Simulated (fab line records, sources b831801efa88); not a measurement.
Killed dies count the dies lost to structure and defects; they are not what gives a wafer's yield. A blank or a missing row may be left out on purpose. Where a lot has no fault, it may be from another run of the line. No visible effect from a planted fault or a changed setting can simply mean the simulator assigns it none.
A struck lot beside a sound one || flow sky130 || 35 out of 708 route steps
Sound: these wafers, L768.1, L768.3, L768.4. Struck: wafer L783.6 (left out: L783.2, L783.5 of the same lot, which were not struck); the cause appears at the end.
Each step with rows lists, per side, the tool, then ch with its chambers, then its first start. Under that, the readings that differ: sound wafers || struck wafers || difference of the means || sigmas: that difference in standard deviations of wafers without a fault.
alike: readings with means less than 2 such deviations apart, plus words and numbers identical on both sides. not compared: withheld readings, readings lacking a value on some wafer, bounds such as >300 that could conceal the same value, and numbers that have no deviation in the record and whose values overlap.
Wherever a step has rows on one side only, a row that says differs or no value, or a row with sigmas, the two part there. Numbers that have no deviation but don't overlap get no sigmas and don't part them. A reading missing from all wafers of one side parts the sides only when that side holds two or more wafers.

first, 10 steps without rows for these wafers: SKY_CONTACT_ETCH_17 (etches SiO2 in C4F8/O2/Ar, stops on Si3N4, target depth 340 nm); SKY_CONTACT_ETCH_18 (etches Si3N4 in CHF3/O2, stops on TiN, time 39 s, target depth 75 nm); SKY_CONTACT_STRIP_19 (strips in O2/N2); SKY_CONTACT_STRIP_20 (strips in post etch residue remover, time 1200 s); SKY_CONTACT_CLEAN_21 (cleans in IPA, time 180 s); SKY_CONTACT_CLEAN_22 (cleans in O3/DIW); SKY_CONTACT_SPUTTER_23 (material TiN, target thk 20 nm, time 80 s); SKY_CONTACT_CVD_24 (deposits W, target thk 340 nm, time 102.12 s); SKY_CONTACT_CMP_27 (polishes, stops on SiO2, t overpolish 15 s, target thk 0 nm); SKY_METAL1_SPUTTER_00 (material Ti, target thk 15 nm, time 10 s).
SKY_METAL1_SPUTTER_01: material TiN, target thk 20 nm, time 16.7 s.
  sound on pvd_sputter-01, day 32 10:33; struck on pvd_sputter-01, day 37 07:32
  alike: cathode_dc_power_W, throttle_valve_pct
then, 23 steps without rows for these wafers: SKY_METAL1_SPUTTER_02 (material AlCu, target thk 250 nm, time 13.3 s); SKY_METAL1_SPUTTER_03 (material Ti, target thk 5 nm, time 3.3 s); SKY_METAL1_SPUTTER_04 (material TiN, target thk 70 nm, time 58.3 s); SKY_METAL1_DEHYDRATE_07 (time 60 s); SKY_METAL1_HMDS_08 (prime time 60 s); SKY_METAL1_COAT_09 (resist thk 60 nm); SKY_METAL1_COAT_10 (resist thk 450 nm); SKY_METAL1_SOFTBAKE_11 (time 90 s); SKY_METAL1_EXPOSE_12 (exposes mask MM1, target cd 140 nm); SKY_METAL1_PEB_13; SKY_METAL1_DEVELOP_14 (develop time 60 s); SKY_METAL1_DESCUM_17 (chemistry O2, time 8 s); SKY_METAL1_ETCH_18 (etches BARC in N2/H2, stops on SiO2, time 45.9 s, target depth 60 nm); SKY_METAL1_METAL_ETCH_19 (etches the open film in Cl2/BCl3, stops on SiO2, target depth 360 nm, time 78 s); SKY_METAL1_STRIP_20 (strips in O2/N2); SKY_METAL1_STRIP_21 (strips in post etch residue remover, time 1200 s); SKY_METAL1_CLEAN_22 (cleans in IPA, time 180 s); SKY_METAL1_CLEAN_23 (cleans in O3/DIW); SKY_VIA1_HDPCVD_00 (deposits SiO2, target thk 1030 nm, time 171.7 s); SKY_VIA1_CMP_02 (polishes SiO2); SKY_VIA1_DEHYDRATE_04 (time 60 s); SKY_VIA1_HMDS_05 (prime time 60 s); SKY_VIA1_COAT_06 (resist thk 60 nm).
-- the record jumps here: 13 days lie between the struck wafers' starts before and after (it left off in module VIA1 and takes up again in module PAD_OPEN, whose first step shown is number 708 of the route) --
SKY_PAD_OPEN_PROBE_99:
  sound on prober-02, day 46 08:31; struck on prober-01, day 49 22:04
{"reading": "defect_limited_yield (%)", "sound": "81.7 84.8 82.5", "struck": 71.1, "difference": -11.9, "sigmas": -6}
{"reading": "killed_at_M0_to_M3", "sound": "47 43 45", "struck": 101, "difference": "+56", "sigmas": "+8"}
{"reading": "killed_dies", "sound": "90 75 86", "struck": 142, "difference": "+58", "sigmas": "+6"}
{"reading": "sort_bin_3_pad_short (%)", "sound": "1.4 0.6 0.4", "struck": 1.8, "difference": "+1.0", "sigmas": "+2"}
{"reading": "sort_bin_5_function (%)", "sound": "10.8 7.9 10.6", "struck": 17.7, "difference": "+7.9", "sigmas": "+5"}
{"reading": "sort_bin_6_memory (%)", "sound": "6.1 6.7 6.5", "struck": 9.3, "difference": "+2.9", "sigmas": "+3"}
{"reading": "sort_n_pass", "sound": "402 417 406", "struck": 350, "difference": -58, "sigmas": -6}
{"reading": "sort_yield_pct (%)", "sound": "81.7 84.8 82.5", "struck": 71.1, "difference": -11.9, "sigmas": -6}
{"reading": "model.etest.tester.sort_n_pass", "sound": "402 417 406", "struck": 350, "difference": -58, "sigmas": ""}
{"reading": "model.etest.tester.sort_yield_pct (%)", "sound": "81.71 84.76 82.52", "struck": 71.14, "difference": -11.86, "sigmas": ""}
{"reading": "model.etest.tester.sort_bin_5_pct (%)", "sound": "10.77 7.927 10.57", "struck": 17.68, "difference": "+7.92", "sigmas": ""}
{"reading": "model.etest.tester.sort_bin_3_pct (%)", "sound": "1.423 0.6098 0.4065", "struck": 1.829, "difference": "+1.016", "sigmas": ""}
  alike: killed_at_M4_up, killed_at_contacts, killed_at_front_end, killed_at_other, killed_open, killed_short

WHERE THEY PART
SKY_PAD_OPEN_PROBE_99 only, going by this record.

WHY: what the simulator had put in
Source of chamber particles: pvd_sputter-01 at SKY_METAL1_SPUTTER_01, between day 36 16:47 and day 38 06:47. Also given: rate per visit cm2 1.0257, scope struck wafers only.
